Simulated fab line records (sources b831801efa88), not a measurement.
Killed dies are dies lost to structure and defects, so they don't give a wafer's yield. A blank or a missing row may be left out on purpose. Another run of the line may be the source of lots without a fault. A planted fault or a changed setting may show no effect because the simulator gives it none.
fab line records | flow sfqLine
record: lots: 14 | wafers: 42 | lastDay: 95
route steps=325 shown R5@212 I5@238 M7@292
lots that met no fault: from a run of the same line without faults
startH: start of the lot's first displayed wafer, in hours after the record's first day | waitH: time in hours since the lot's previous step | " repeats the value in the row above | L1.1+2: a single row standing in for several wafers | - no value present, or no start provided | * or withheld: withheld | < > ~ a bound
route shown NAME@n: names a module that has steps shown in the file, with the first one's number in the route | usual: mean and standard deviation over wafers with no fault | same: alike in all rows | chamber/n: place in a boat | sites: readings site by site | _std_site: standard deviation across them | _edge_site: the outer-site mean with the inner-site mean subtracted | radiusMm: for every site, how far away it sits from the centre of the wafer | mask NAME#n: copy n | behind: tool/chamber where the wafer was last shaped | hold: the reason the lot was held/the length of the hold in hours/how it ended | device: the n, p or np transistor that did not switch | end of line: the route-end tests of the same wafers | a step without rows: its recipe alone | killed: not the wafer's yield, but the dies lost to structure and defects at the first sort | map: per-die view of a wafer (x killed, . not killed, _ where there is no die)
set.NAME: the setting the step ran with; set.NAME@STEP: the setting that earlier step ran with | model.NAME: the simulator's own value behind a step, which no gauge read
the route's steps for a sample of lots (tables are steps, rows are wafers)
services: a tool's chamber out of use, with start hour (startH, from the record's first day; less than 0 if before it), hours out, and reason
== steps ==
step: SFQ_TRILAYER_R5_DEP_SPUTTER_132
recipe: material: Ti | basePressurePa: 1.33e-06 | targetThkNm: 5 | powerW: 2000 | timeS: 5 | chamberPressurePa: 0.4
usual: throttleValvePct: 30.5/1.2
lot.wafer | tool          | chamber | startH  | waitH | throttleValvePct
L380.1    | pvdSputter-05 | -       | 1432.64 | 1.0   | 30.6
L380.4    | "             | -       | "       | "     | 31.5
L380.5    | "             | -       | "       | "     | 31.5
L386.1    | pvdSputter-05 | -       | 1691.45 | 1.0   | 31.5
L386.3    | "             | -       | "       | "     | 30.7
L386.5    | "             | -       | "       | "     | 31.3
L388.2    | pvdSputter-05 | -       | 1736.28 | 0.8   | 30.7
L388.5    | "             | -       | "       | "     | 30.9
L388.6    | "             | -       | "       | "     | 31.2
L389.2    | pvdSputter-06 | -       | 1739.53 | 0.8   | 29.8
L389.3    | "             | -       | "       | "     | 30.4
L389.6    | "             | -       | "       | "     | 30.6
L390.1    | pvdSputter-05 | -       | 1747.93 | 1.0   | 31.5
L390.2    | "             | -       | "       | "     | 28.0
L390.3    | "             | -       | "       | "     | 31.6
L391.1    | pvdSputter-04 | -       | 1750.33 | 1.0   | 29.7
L391.2    | "             | -       | "       | "     | 29.3
L391.3    | "             | -       | "       | "     | 29.7
L394.3    | pvdSputter-05 | -       | 1770.73 | 0.6   | 31.6
L394.5    | "             | -       | "       | "     | 30.7
L394.6    | "             | -       | "       | "     | 31.3
L396.1    | pvdSputter-05 | -       | 1787.71 | 1.0   | 31.5
L396.2    | "             | -       | "       | "     | 31.4
L396.6    | "             | -       | "       | "     | 31.4
L398.2    | pvdSputter-06 | -       | 1798.21 | 0.8   | 30.8
L398.4    | "             | -       | "       | "     | 30.5
L398.6    | "             | -       | "       | "     | 30.1
L399.1    | pvdSputter-04 | -       | 1799.25 | 1.0   | 30.5
L399.3    | "             | -       | "       | "     | 29.7
L399.4    | "             | -       | "       | "     | 29.6
L400.3    | pvdSputter-06 | -       | 1801.21 | 0.6   | 30.3
L400.5    | "             | -       | "       | "     | 30.4
L400.6    | "             | -       | "       | "     | 30.8
L401.2    | pvdSputter-06 | -       | 1806.01 | 0.8   | 32.9
L401.3    | "             | -       | "       | "     | 30.7
L401.4    | "             | -       | "       | "     | 30.4
L402.1    | pvdSputter-06 | -       | 1810.82 | 1.0   | 30.6
L402.2    | "             | -       | "       | "     | 32.9
L402.3    | "             | -       | "       | "     | 31.0
L403.2    | pvdSputter-06 | -       | 1813.82 | 0.8   | 30.4
L403.4    | "             | -       | "       | "     | 29.9
L403.5    | "             | -       | "       | "     | 30.6
step: SFQ_TRILAYER_R5_LITHO_PEB_139
recipe: pebTempC: 115 | pebTimeS: 60 | resist: KrF
usual: chillPlateTempC: 22.99/0.11 | exhaustPa: 44.8/0.85
lot.wafer | tool          | chamber | startH  | waitH | chillPlateTempC | exhaustPa
L380.1    | lithoTrack-03 | 0       | 1535.77 | 1.0   | 22.98           | 45.7
L380.4    | "             | 0       | "       | "     | 23.02           | 46.0
L380.5    | "             | 0       | "       | "     | 23.08           | 44.9
L386.1    | lithoTrack-02 | 0       | 1693.67 | 1.0   | 22.89           | 45.1
L386.3    | "             | 0       | "       | "     | 22.90           | 44.8
L386.5    | "             | 0       | "       | "     | 23.05           | 44.5
L388.2    | lithoTrack-02 | 0       | 1741.31 | 0.8   | 23.03           | 44.3
L388.5    | "             | 0       | "       | "     | 22.93           | 43.4
L388.6    | "             | 0       | "       | "     | 23.03           | 45.6
L389.2    | lithoTrack-01 | 0       | 1743.71 | 0.8   | 23.03           | 43.9
L389.3    | "             | 0       | "       | "     | 23.12           | 43.2
L389.6    | "             | 0       | "       | "     | 23.06           | 43.6
L390.1    | lithoTrack-01 | 0       | 1753.28 | 1.0   | 22.99           | 44.8
L390.2    | "             | 0       | "       | "     | 23.30           | 43.7
L390.3    | "             | 0       | "       | "     | 23.12           | 44.1
L391.1    | lithoTrack-01 | 0       | 1756.88 | 1.0   | 23.01           | 44.3
L391.2    | "             | 0       | "       | "     | 23.17           | 45.1
L391.3    | "             | 0       | "       | "     | 22.97           | 45.6
L394.3    | lithoTrack-01 | 0       | 1784.80 | 0.7   | 23.02           | 44.8
L394.5    | "             | 0       | "       | "     | 23.12           | 46.6
L394.6    | "             | 0       | "       | "     | 22.90           | 44.0
L396.1    | lithoTrack-01 | 0       | 1791.70 | 1.0   | 22.93           | 44.7
L396.2    | "             | 0       | "       | "     | 22.91           | 44.0
L396.6    | "             | 0       | "       | "     | 22.94           | 44.8
L398.2    | lithoTrack-02 | -       | 1800.46 | 0.8   | -               | -
L398.4    | "             | -       | "       | "     | -               | -
L398.6    | "             | -       | "       | "     | -               | -
L399.1    | lithoTrack-02 | -       | 1801.63 | 1.0   | -               | -
L399.3    | "             | -       | "       | "     | -               | -
L399.4    | "             | -       | "       | "     | -               | -
L400.3    | lithoTrack-01 | 0       | 1803.48 | 0.7   | 22.92           | 46.5
L400.5    | "             | 0       | "       | "     | 23.26           | 44.3
L400.6    | "             | 0       | "       | "     | 22.93           | 45.1
L401.2    | lithoTrack-02 | 0       | 1808.26 | 0.8   | 22.90           | 43.9
L401.3    | "             | 0       | "       | "     | 23.02           | 44.8
L401.4    | "             | 0       | "       | "     | 22.90           | 45.6
L402.1    | lithoTrack-01 | 0       | 1813.05 | 1.0   | 22.94           | 44.9
L402.2    | "             | 0       | "       | "     | 22.97           | 45.5
L402.3    | "             | 0       | "       | "     | 23.15           | 44.2
L403.2    | lithoTrack-03 | 0       | 1816.67 | 0.8   | 23.01           | 43.4
L403.4    | "             | 0       | "       | "     | 23.08           | 44.7
L403.5    | "             | 0       | "       | "     | 23.08           | 43.1
step: SFQ_TRILAYER_I5_STRIP_STRIP_148
recipe: gas: O2 | powerW: 200 | platenTempC: 40 | overashFraction: 0.65 | chemistry: O2 | pressureMtorr: 50
usual: drypumpMotorCurrentA: 5.33/0.17 | oesProductAu: 1.003/0.0098
lot.wafer | tool        | chamber | startH  | waitH | drypumpMotorCurrentA | oesProductAu | rfHoursCounterH
L380.1    | rieMetal-03 | 1       | 1645.64 | -     | 5.75                 | 1.002        | 40
L380.4    | "           | 1       | "       | "     | 5.77                 | 0.994        | -
L380.5    | "           | 0       | "       | "     | 5.50                 | 1.007        | -
L386.1    | rieMetal-01 | 0       | 1697.40 | -     | 5.36                 | 0.985        | 84
L386.3    | "           | 0       | "       | "     | 5.36                 | 0.984        | -
L386.5    | "           | 1       | "       | "     | 5.35                 | 1.026        | -
L388.2    | rieMetal-04 | 1       | 1746.61 | -     | 5.16                 | 1.003        | 56
L388.5    | "           | 1       | "       | "     | 5.17                 | 1.008        | -
L388.6    | "           | 0       | "       | "     | 5.23                 | 0.988        | -
L389.2    | rieMetal-03 | 1       | 1751.41 | -     | 5.81                 | 1.010        | 55
L389.3    | "           | 1       | "       | "     | 5.81                 | 1.007        | -
L389.6    | "           | 0       | "       | "     | 5.51                 | 1.018        | -
L390.1    | rieMetal-01 | 1       | 1768.48 | -     | 5.36                 | 1.013        | 36
L390.2    | "           | 0       | "       | "     | 5.35                 | 1.002        | 90
L390.3    | "           | 1       | "       | "     | 5.37                 | 1.021        | -
L391.1    | rieMetal-04 | 0       | 1769.68 | -     | 5.24                 | 1.012        | 51
L391.2    | "           | 1       | "       | "     | 5.15                 | 1.002        | 60
L391.3    | "           | 1       | "       | "     | 5.17                 | 0.997        | -
L394.3    | rieMetal-01 | 1       | 1880.97 | -     | 5.37                 | 1.014        | -
L394.5    | "           | 1       | "       | "     | 5.38                 | 1.018        | -
L394.6    | "           | 0       | "       | "     | 5.35                 | 0.996        | -
L396.1    | rieMetal-03 | 1       | 1889.29 | -     | 5.79                 | 1.022        | 74
L396.2    | "           | 0       | "       | "     | 5.50                 | 1.010        | 100
L396.6    | "           | 1       | "       | "     | 5.77                 | 1.003        | -
L398.2    | rieMetal-04 | 0       | 1898.89 | -     | 5.24                 | 0.993        | 71
L398.4    | "           | 0       | "       | "     | 5.22                 | 0.987        | -
L398.6    | "           | 1       | "       | "     | 5.15                 | 1.014        | -
L399.1    | rieMetal-03 | 0       | 1901.29 | -     | 5.48                 | 1.003        | 102
L399.3    | "           | 0       | "       | "     | 5.52                 | 1.010        | -
L399.4    | "           | 1       | "       | "     | 5.77                 | 0.995        | -
L400.3    | rieMetal-04 | 0       | 1903.89 | -     | 5.30                 | 0.996        | -
L400.5    | "           | 0       | "       | "     | 5.28                 | 1.003        | -
L400.6    | "           | 1       | "       | "     | 5.17                 | 1.021        | -
L401.2    | rieMetal-04 | 1       | 1907.29 | -     | 5.17                 | 1.006        | 80
L401.3    | "           | 1       | "       | "     | 5.17                 | 1.012        | -
L401.4    | "           | 0       | "       | "     | 5.29                 | 0.993        | -
L402.1    | rieMetal-04 | 0       | 1912.09 | -     | 5.29                 | 1.000        | 72
L402.2    | "           | 1       | "       | "     | 5.15                 | 1.008        | 80
L402.3    | "           | 1       | "       | "     | 5.15                 | 1.008        | -
L403.2    | rieMetal-04 | 1       | 1915.69 | -     | 5.16                 | 1.006        | 80
L403.4    | "           | 0       | "       | "     | 5.26                 | 0.993        | -
L403.5    | "           | 0       | "       | "     | 5.29                 | 0.993        | -
step: SFQ_TRILAYER_M7_BARC_OPEN_METAL_ETCH_229
recipe: maskMaterial: PR | chemistry: O2 | targetDepthNm: 125 | target: BARC | icpW: 600 | biasW: 80 | pressureMtorr: 10 | timeS: 41.7
usual: drypumpMotorCurrentA: 5.40/0.18 | oesProductAu: 0.685/0.0043
lot.wafer | tool        | chamber | startH  | waitH | drypumpMotorCurrentA | oesProductAu | rfHoursCounterH
L380.1    | rieMetal-03 | 0       | 1776.69 | 0.0   | 5.48                 | 0.685        | 85
L380.4    | "           | 0       | "       | "     | 5.50                 | 0.681        | -
L380.5    | "           | 0       | "       | "     | 5.48                 | 0.683        | -
L386.1    | rieMetal-03 | 1       | 1818.18 | 0.0   | 5.76                 | 0.686        | 65
L386.3    | "           | 0       | "       | "     | 5.51                 | 0.683        | -
L386.5    | "           | 1       | "       | "     | 5.75                 | 0.682        | -
L388.2    | rieMetal-01 | 0       | 1862.23 | 0.0   | 5.38                 | 0.676        | 105
L388.5    | "           | 0       | "       | "     | 5.42                 | 0.687        | -
L388.6    | "           | 1       | "       | "     | 5.38                 | 0.684        | -
L389.2    | rieMetal-01 | 1       | 1873.29 | 0.0   | 5.35                 | 0.686        | 53
L389.3    | "           | 0       | "       | "     | 5.37                 | 0.684        | -
L389.6    | "           | 1       | "       | "     | 5.34                 | 0.680        | -
L390.1    | rieMetal-04 | 0       | 2046.72 | 0.0   | 5.27                 | 0.684        | 92
L390.2    | "           | 1       | "       | "     | 5.18                 | 0.685        | 99
L390.3    | "           | 1       | "       | "     | 5.17                 | 0.692        | -
L391.1    | rieMetal-01 | 0       | 2047.92 | 0.0   | 5.41                 | 0.681        | 12
L391.2    | "           | 1       | "       | "     | 5.37                 | 0.682        | 81
L391.3    | "           | 1       | "       | "     | 5.37                 | 0.673        | -
L394.3    | rieMetal-01 | 1       | 2065.32 | 0.0   | 5.37                 | 0.688        | -
L394.5    | "           | 1       | "       | "     | 5.38                 | 0.682        | -
L394.6    | "           | 0       | "       | "     | 5.40                 | 0.676        | -
L396.1    | rieMetal-01 | 1       | 2072.50 | 0.0   | 5.36                 | 0.682        | 84
L396.2    | "           | 0       | "       | "     | 5.40                 | 0.681        | 15
L396.6    | "           | 1       | "       | "     | 5.37                 | 0.685        | -
L398.2    | rieMetal-01 | 1       | 2078.50 | 0.0   | 5.38                 | 0.684        | 84
L398.4    | "           | 0       | "       | "     | 5.38                 | 0.683        | -
L398.6    | "           | 1       | "       | "     | 5.38                 | 0.689        | -
L399.1    | rieMetal-04 | 1       | 2080.90 | 0.0   | 5.15                 | 0.684        | 103
L399.3    | "           | 1       | "       | "     | 5.15                 | 0.695        | -
L399.4    | "           | 0       | "       | "     | 5.28                 | 0.686        | -
L400.3    | rieMetal-01 | 1       | 2085.76 | 0.0   | 5.36                 | 0.687        | -
L400.5    | "           | 0       | "       | "     | 5.35                 | 0.679        | -
L400.6    | "           | 1       | "       | "     | 5.35                 | 0.680        | -
L401.2    | rieMetal-04 | 1       | 2089.22 | 0.0   | 5.14                 | 0.682        | 104
L401.3    | "           | 0       | "       | "     | 5.22                 | 0.683        | -
L401.4    | "           | 1       | "       | "     | 5.14                 | 0.685        | -
L402.1    | rieMetal-01 | 0       | 2095.22 | 0.0   | 5.39                 | 0.682        | 17
L402.2    | "           | 1       | "       | "     | 5.39                 | 0.689        | 86
L402.3    | "           | 0       | "       | "     | 5.33                 | 0.682        | -
L403.2    | rieMetal-03 | 1       | 2102.42 | 0.0   | 5.77                 | 0.686        | 101
L403.4    | "           | 1       | "       | "     | 5.77                 | 0.683        | -
L403.5    | "           | 0       | "       | "     | 5.50                 | 0.683        | -
== services ==
tool          | chamber | startH  | hours | kind
pvdSputter-06 | -       | 1433.33 | 1.9   | repair
pvdSputter-04 | -       | 1471.40 | 2.2   | repair
rieMetal-03   | 0       | 1479.20 | 11.8  | repair
pvdSputter-05 | -       | 1483.52 | 2.3   | repair
pvdSputter-04 | -       | 1485.68 | 1.0   | repair
pvdSputter-04 | -       | 1510.94 | 8.3   | repair
rieMetal-01   | -       | 1519.04 | 4.3   | pm
pvdSputter-05 | -       | 1524.43 | 1.0   | repair
rieMetal-04   | 0       | 1538.48 | 6.0   | repair
pvdSputter-06 | -       | 1539.41 | 5.5   | repair
pvdSputter-06 | -       | 1623.30 | 4.1   | repair
rieMetal-01   | 0       | 1649.79 | 3.2   | repair
rieMetal-04   | 0       | 1668.23 | 7.6   | repair
rieMetal-01   | 0       | 1704.13 | 36.8  | repair
pvdSputter-05 | -       | 1751.82 | 9.0   | repair
rieMetal-03   | -       | 1758.16 | 2.8   | pm
rieMetal-04   | 1       | 1809.49 | 3.3   | repair
rieMetal-04   | -       | 1824.92 | 0.4   | repair
pvdSputter-05 | -       | 1826.51 | 8.0   | repair
rieMetal-04   | -       | 1926.32 | 0.3   | repair
rieMetal-04   | -       | 1946.29 | 1.4   | pm
rieMetal-01   | -       | 1969.86 | 2.8   | pm
pvdSputter-06 | -       | 2001.21 | 15.3  | repair
pvdSputter-06 | -       | 2008.23 | 2.3   | repair
== key ==
firstSign: step: SFQ_TRILAYER_R5_LITHO_PEB_139 | reading: toolRecord | direction: missing
effect none on later readings
metAt SFQ_TRILAYER_R5_LITHO_PEB_139
struckLots L398,L399
notActingAt SFQ_TRILAYER_R5_DEP_SPUTTER_132,SFQ_TRILAYER_I5_STRIP_STRIP_148,SFQ_TRILAYER_M7_BARC_OPEN_METAL_ETCH_229
onsetBetween 1741.31 1800.46
fault: kind: skippedStepWhole | tool: lithoTrack-02 | chamber: - | onsetH: 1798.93 | steps: SFQ_TRILAYER_R5_LITHO_PEB_139 | scope: struckLotsOnly
